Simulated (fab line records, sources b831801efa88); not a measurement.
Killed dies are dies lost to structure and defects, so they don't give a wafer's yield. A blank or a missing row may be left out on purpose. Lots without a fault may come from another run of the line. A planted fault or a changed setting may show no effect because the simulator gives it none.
A struck lot beside a sound one | flow sky130 | 43 steps out of a route of 708
Sound: wafers L348.1, L348.4, L348.6. Struck: wafer L358.5. (L358.1, L358.3 of the same lot were not struck and are left out.) The cause comes at the end.
At each step with rows: each side's tool, then ch and its chambers, then its first start. Under that, the readings that differ: sound wafers | struck wafers | difference of the means | sigmas: that difference in standard deviations of wafers without a fault.
alike: readings whose means differ by less than 2 such deviations, and words and numbers that are the same on both sides. not compared: withheld readings, readings that some wafer has no value for, bounds like >300 that may hide the same value, and numbers for which the record gives no deviation and whose values overlap.
The two part at a step that has a row with sigmas, a row that says differs or no value, or rows on one side only. Numbers that don't overlap but have no deviation are shown without sigmas and don't part them. A reading that every wafer of one side lacks parts them only if that side has two wafers or more.

SKY_SPACER_THK_MEAS_01:
  sound on film_metro-02, day 23 05:04; struck on film_metro-02, day 27 06:40
  alike: SPACER_CVD_00_THK
SKY_SPACER_ETCHBACK_02: etches Si3N4 in CH3F/O2, stops on SiO2, time 46.7 s, target depth 45 nm.
  sound on rie_diel-01 ch 0,3, day 23 05:07; struck on rie_diel-04 ch 2, day 27 06:44
  reading               | sound             | struck | difference | sigmas
  oes_product_au (a.u.) | 0.850 0.852 0.858 | 0.867  | +0.014     | +2
  alike: drypump_motor_current_A, rf_fwd_power_W, throttle_valve_pct
  not compared: rf_hours_counter_h
then, 8 steps without rows for these wafers: SKY_POLY_CUT_DEHYDRATE_00 (time 60 s); SKY_POLY_CUT_HMDS_01 (prime time 60 s); SKY_POLY_CUT_COAT_02 (resist thk 59.66 nm); SKY_POLY_CUT_COAT_03 (resist thk 450 nm); SKY_POLY_CUT_SOFTBAKE_04 (time 90 s); SKY_POLY_CUT_EXPOSE_05 (exposes mask NPCM, target cd 270 nm); SKY_POLY_CUT_PEB_06; SKY_POLY_CUT_DEVELOP_07 (develop time 60 s).
SKY_POLY_CUT_CD_MEAS_08: target cd 270 nm.
  sound on cd_sem-02, day 24 11:38; struck on cd_sem-01, day 28 12:11
  alike: cd_nm
SKY_POLY_CUT_OVL_MEAS_09:
  sound on overlay-01, day 24 11:45; struck on overlay-02, day 28 12:18
  alike: POLY_CUT_OVL
SKY_POLY_CUT_ETCH_10: etches BARC in N2/H2, stops on SiO2, time 45.9 s, target depth 60 nm.
  sound on rie_diel-04 ch 1,2,3, day 24 11:47; struck on rie_diel-03 ch 2, day 28 12:20
  alike: drypump_motor_current_A, oes_product_au, rf_fwd_power_W, throttle_valve_pct
  not compared: rf_hours_counter_h
SKY_POLY_CUT_ETCH_11: etches Si3N4 in CF4/CH2F2/Ar, stops on poly-Si, time 42.5 s, target depth 60 nm.
  sound on rie_diel-04 ch 1,2,3, day 24 11:50; struck on rie_diel-03 ch 2, day 28 12:23
  alike: drypump_motor_current_A, oes_product_au, rf_fwd_power_W, throttle_valve_pct
  not compared: rf_hours_counter_h
SKY_POLY_CUT_STRIP_12: strips in O2/N2.
  sound on plasma_asher-01 ch 0,1, day 24 11:52; struck on plasma_asher-01 ch 1, day 28 12:25
  alike: drypump_motor_current_A, oes_product_au, strip_time_to_endpoint_s
  not compared: rf_hours_counter_h
then, 7 steps without rows for these wafers: SKY_SD_P_DEHYDRATE_00 (time 60 s); SKY_SD_P_HMDS_01 (prime time 60 s); SKY_SD_P_COAT_02 (resist thk 1140 nm); SKY_SD_P_SOFTBAKE_03 (time 60 s); SKY_SD_P_EXPOSE_04 (exposes mask PSDM, target cd 380 nm); SKY_SD_P_PEB_05; SKY_SD_P_DEVELOP_06 (develop time 60 s).
SKY_SD_P_CD_MEAS_07: target cd 380 nm.
  sound on cd_sem-02, day 25 17:29; struck on cd_sem-01, day 29 16:02
  alike: cd_nm
SKY_SD_P_OVL_MEAS_08:
  sound on overlay-01, day 25 17:36; struck on overlay-02, day 29 16:09
  reading       | sound       | struck | difference | sigmas
  SD_P_OVL (nm) | 1.3 0.4 2.5 | -1.5   | -2.9       | -2
then, 1 step without rows for these wafers: SKY_SD_P_IMPLANT_09.
SKY_SD_P_STRIP_10: strips in O2/N2.
  sound on plasma_asher-01 ch 0,1, day 25 17:47; struck on plasma_asher-02 ch 1, day 29 16:20
  alike: drypump_motor_current_A, oes_product_au, strip_time_to_endpoint_s
  not compared: rf_hours_counter_h
SKY_SD_P_TW_MEAS_11:
  sound on film_metro-03, day 25 17:53; struck on film_metro-03, day 29 16:26
  alike: SD_P_TW
then, 8 steps without rows for these wafers: SKY_RES_XHIGH_DEHYDRATE_00 (time 60 s); SKY_RES_XHIGH_HMDS_01 (prime time 60 s); SKY_RES_XHIGH_COAT_02 (resist thk 1140 nm); SKY_RES_XHIGH_SOFTBAKE_03 (time 60 s); SKY_RES_XHIGH_EXPOSE_04 (exposes mask URPM, target cd 1270 nm); SKY_RES_XHIGH_PEB_05; SKY_RES_XHIGH_DEVELOP_06 (develop time 60 s); SKY_RES_XHIGH_IMPLANT_07.
SKY_RES_XHIGH_STRIP_08: strips in O2/N2.
  sound on plasma_asher-03 ch 0,1, day 26 22:23; struck on plasma_asher-04 ch 1, day 30 19:47
  alike: drypump_motor_current_A, oes_product_au, strip_time_to_endpoint_s
  not compared: rf_hours_counter_h
SKY_RES_XHIGH_TW_MEAS_09:
  sound on film_metro-03, day 26 22:29; struck on film_metro-01, day 30 19:53
  alike: RES_XHIGH_TW
then, 5 steps without rows for these wafers: SKY_SD_N_DEHYDRATE_00 (time 60 s); SKY_SD_N_HMDS_01 (prime time 60 s); SKY_SD_N_COAT_02 (resist thk 1140 nm); SKY_SD_N_SOFTBAKE_03 (time 60 s); SKY_SD_N_EXPOSE_04 (exposes mask NSDM, target cd 380 nm).
-- the record jumps here: 18 days lie between the struck wafers' starts before and after (it left off in module SD_N and takes up again in module PAD_OPEN, whose first step shown is number 708 of the route) --
SKY_PAD_OPEN_PROBE_99:
  sound on prober-02, day 45 19:43; struck on prober-02, day 48 16:15
  reading             | sound    | struck | difference | sigmas
  killed_at_contacts  | 27 21 23 | 13     | -11        | -2
  killed_at_front_end | 15 20 15 | 54     | +37        | +9
  killed_open         | 45 47 53 | 33     | -15        | -2
  alike: killed_at_M0_to_M3, killed_at_M4_up, killed_at_other, killed_dies, killed_short

WHERE THEY PART
First at SKY_SPACER_ETCHBACK_02; last, within this record, at SKY_PAD_OPEN_PROBE_99.

WHY: what the simulator had put in
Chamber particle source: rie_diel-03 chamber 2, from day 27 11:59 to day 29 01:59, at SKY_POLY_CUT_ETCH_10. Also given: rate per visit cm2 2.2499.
